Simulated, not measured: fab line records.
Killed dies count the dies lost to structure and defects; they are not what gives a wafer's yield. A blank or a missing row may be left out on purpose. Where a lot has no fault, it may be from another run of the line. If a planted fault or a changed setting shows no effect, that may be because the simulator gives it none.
Struck lot and sound lot, side by side | flow sky130 | 17 out of 708 route steps
Sound: the wafers L596.2, L596.3, L596.4. The struck wafers were L599.1, L599.2, L599.3. The cause comes at the end.
Order at every step that has rows: each side's tool, ch and its chambers, its first start. Under that, the readings that differ: sound wafers | struck wafers | difference of the means | sigmas: that difference in standard deviations of wafers without a fault.
alike: a reading whose means differ by less than 2 such deviations, as well as words and numbers matching on both sides. not compared: withheld readings; readings where some wafer has no value; bounds like >300 that might hide an equal value; numbers whose values overlap and for which the record gives no deviation.
Wherever a step has rows on one side only, a row that says differs or no value, or a row with sigmas, the two part there. Numbers that have no deviation but don't overlap get no sigmas and don't part them. A reading that every wafer of one side lacks parts them only if that side has two wafers or more.

first, 1 step without rows for these wafers: SKY_VT_ADJUST_NCORE_IMPLANT_09.
SKY_VT_ADJUST_NCORE_STRIP_10: strips in O2/N2.
  sound on plasma asher-04 ch 0,1, day 10 14:31; struck on plasma asher-02 ch 0,1, day 11 15:32
  alike: drypump motor current A, n2 flow sccm, oes product au, strip time to endpoint s
  not compared: rf hours counter h
SKY_VT_ADJUST_NCORE_TW_MEAS_11:
  struck on film metro-04, day 11 15:38; sound on film metro-01, day 10 14:37
  reading            | sound             | struck            | difference | sigmas
  VT_ADJUST_NCORE_TW | 221.1 221.3 221.1 | 216.6 216.9 217.0 | -4.3       | -2
then, 7 steps without rows for these wafers: SKY_VT_ADJUST_HVTR_DEHYDRATE_00 (time 60 s); SKY_VT_ADJUST_HVTR_HMDS_01 (prime time 60 s); SKY_VT_ADJUST_HVTR_COAT_02 (resist thk 1140 nm); SKY_VT_ADJUST_HVTR_SOFTBAKE_03 (time 60 s); SKY_VT_ADJUST_HVTR_EXPOSE_04 (exposes mask HVTRM, target cd 380 nm); SKY_VT_ADJUST_HVTR_PEB_05; SKY_VT_ADJUST_HVTR_DEVELOP_06 (develop time 60 s).
SKY_VT_ADJUST_HVTR_CD_MEAS_07 targets a cd of 380 nm.
  struck on cd sem-01, day 12 15:58; sound on cd sem-02, day 11 14:35
  alike: cd nm
SKY_VT_ADJUST_HVTR_OVL_MEAS_08:
  struck on overlay-02, day 12 16:05; sound on overlay-01, day 11 14:42
  alike: VT_ADJUST_HVTR_OVL
SKY_VT_ADJUST_HVTR_IMPLANT_09:
  sound on implanter-04 ch 0, day 11 14:45; struck on implanter-04 ch 0, day 12 16:08
  reading            | sound                            | struck                       | difference | sigmas
  dose ions cm2      | 2.1005e+12 2.0962e+12 2.0993e+12 | 9.37e+11 9.369e+11 9.339e+11 | -1.16e+12  | -99 or more
  faraday current uA | 11.88 11.98 11.74                | 5.39 5.29 5.35               | -6.52      | -28
SKY_VT_ADJUST_HVTR_STRIP_10: strips in O2/N2.
  sound on plasma asher-02 ch 0,1, day 11 14:53; struck on plasma asher-04 ch 0,1, day 12 16:17
  alike: drypump motor current A, n2 flow sccm, oes product au, strip time to endpoint s
  not compared: rf hours counter h
SKY_VT_ADJUST_HVTR_TW_MEAS_11:
  struck on film metro-01, day 12 16:23; sound on film metro-02, day 11 14:59
  reading           | sound             | struck            | difference | sigmas
  VT_ADJUST_HVTR_TW | 212.1 211.9 210.5 | 170.4 169.3 170.2 | -41.5      | -38
then, 1 step without rows for these wafers: SKY_VT_ADJUST_PCH_DEHYDRATE_00 (time 60 s).
-- here the record skips 36 days between the struck wafers' starts before and after, leaving off in module VT_ADJUST_PCH and picking up in module PAD_OPEN (first step shown: number 708 of the route) --
SKY_PAD_OPEN_PROBE_99:
  struck on prober-01, day 48 07:14; sound on prober-02, day 47 12:31
  reading                                  | sound           | struck                  | difference | sigmas
  model.etest.pfet_01v8_mvt.drive ua um    | 149 147.8       | 130.5 127.2 128.5       | -19.7      |
  model.etest.pfet_01v8_mvt.off log10 a um | -10.91 -10.9    | -12.57 -12.72 -12.68    | -1.75      |
  model.etest.pfet_01v8_mvt.vt sat v (V)   | -0.5857 -0.5893 | -0.7239 -0.725 -0.7245  | -0.1370    |
  model.etest.pfet_01v8_mvt.vt v (V)       | -0.6704 -0.6723 | -0.7834 -0.7845 -0.7836 | -0.1125    |
  model.etest.pfet_01v8_mvt.vt long v (V)  | -0.8776 -0.876  | -0.9813 -0.9824 -0.9809 | -0.1047    |
  alike: killed_at_M0_to_M3, killed_at_M4_up, killed at contacts, killed at front end, killed at other, killed dies, killed open, killed short

== WHERE THEY PART ==
First at SKY_VT_ADJUST_NCORE_TW_MEAS_11; last, within this record, at SKY_VT_ADJUST_HVTR_TW_MEAS_11. Later steps at which nothing parts them and some readings are alike: SKY_PAD_OPEN_PROBE_99.

WHY: whatever the simulator had introduced
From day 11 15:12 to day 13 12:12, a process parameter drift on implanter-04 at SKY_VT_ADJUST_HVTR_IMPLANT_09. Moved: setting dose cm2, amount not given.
